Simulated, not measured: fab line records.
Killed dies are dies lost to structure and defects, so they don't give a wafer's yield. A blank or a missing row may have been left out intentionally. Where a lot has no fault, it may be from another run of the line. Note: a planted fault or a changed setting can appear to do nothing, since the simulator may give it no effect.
Matching of chambers -- flow gf180mcu -- GF_V1_ETCH_16 on rie_diel-04 has 4 sister chambers
The step etches BARC in N2/H2. 20 wafers are shown with their chamber, then 10 later ones without.

== WAFERS, EACH WITH ITS CHAMBER ==
wafer,chamber,drypump_motor_current_A (A),oes_product_au (a.u.),throttle_valve_pct (%)
L077.4,0,6.0,0.863,13.219
L077.5,1,6.6,0.853,13.233
L077.6,0,6.0,0.857,13.217
L078.2,3,5.7,0.854,13.230
L078.3,1,6.6,0.860,13.218
L078.6,0,6.0,0.854,13.227
L085.2,2,5.1,0.852,13.222
L085.3,3,5.7,0.847,13.232
L085.5,2,5.1,0.860,13.217
L086.2,2,5.1,0.850,13.222
L086.3,3,5.7,0.858,13.213
L086.5,3,5.7,0.854,13.226
L087.1,1,6.5,0.846,13.212
L087.2,2,5.1,0.863,13.235
L087.5,1,6.5,0.850,13.222
L088.2,2,5.1,0.855,13.246
L088.4,3,5.7,0.855,13.224
L088.5,1,6.6,0.856,13.212
L091.2,1,6.6,0.853,13.225
L091.3,2,5.1,0.850,13.228

SIGNATURES (means of the wafers above)
reading,chamber 0,chamber 1,chamber 2,chamber 3,scatter within a chamber
drypump_motor_current_A,6.000,6.567,5.100,5.700,0.0289
oes_product_au,0.85800,0.85300,0.85500,0.85360,0.00482
throttle_valve_pct,13.22100,13.22033,13.22833,13.22500,0.00855
Rule: a wafer lies at a distance from a chamber equal to the root of the sum of squares, over the readings, of (its reading less the chamber's mean, divided by the reading's scatter). The wafer belongs to the nearest chamber; if the next one is less than 2 further off, it can't be placed. How the scatter is found: for the shown wafers, subtract from each reading the mean of its chamber, square and add these, divide the total by (wafers less chambers), then take the root.

== WAFERS MISSING THEIR CHAMBER ==
wafer,drypump_motor_current_A (A),oes_product_au (a.u.),throttle_valve_pct (%)
L091.6,5.1,0.847,13.218
L092.1,6.0,0.855,13.224
L092.4,6.0,0.861,13.223
L092.5,5.7,0.854,13.225
L093.3,5.7,0.854,13.205
L093.4,5.1,0.848,13.239
L093.6,5.7,0.857,13.228
L096.2,5.7,0.848,13.221
L096.5,6.6,0.855,13.208
L096.6,5.1,0.856,13.217

== EACH ONE'S CHAMBER ==
wafer,from the rows above,in truth
L091.6,2,2
L092.1,0,0
L092.4,0,0
L092.5,3,3
L093.3,3,3
L093.4,2,2
L093.6,3,3
L096.2,3,3
L096.5,1,1
L096.6,2,2
Correct placement for 10 of the 10. Can't be placed from these rows: 0. 0 placed wrongly.
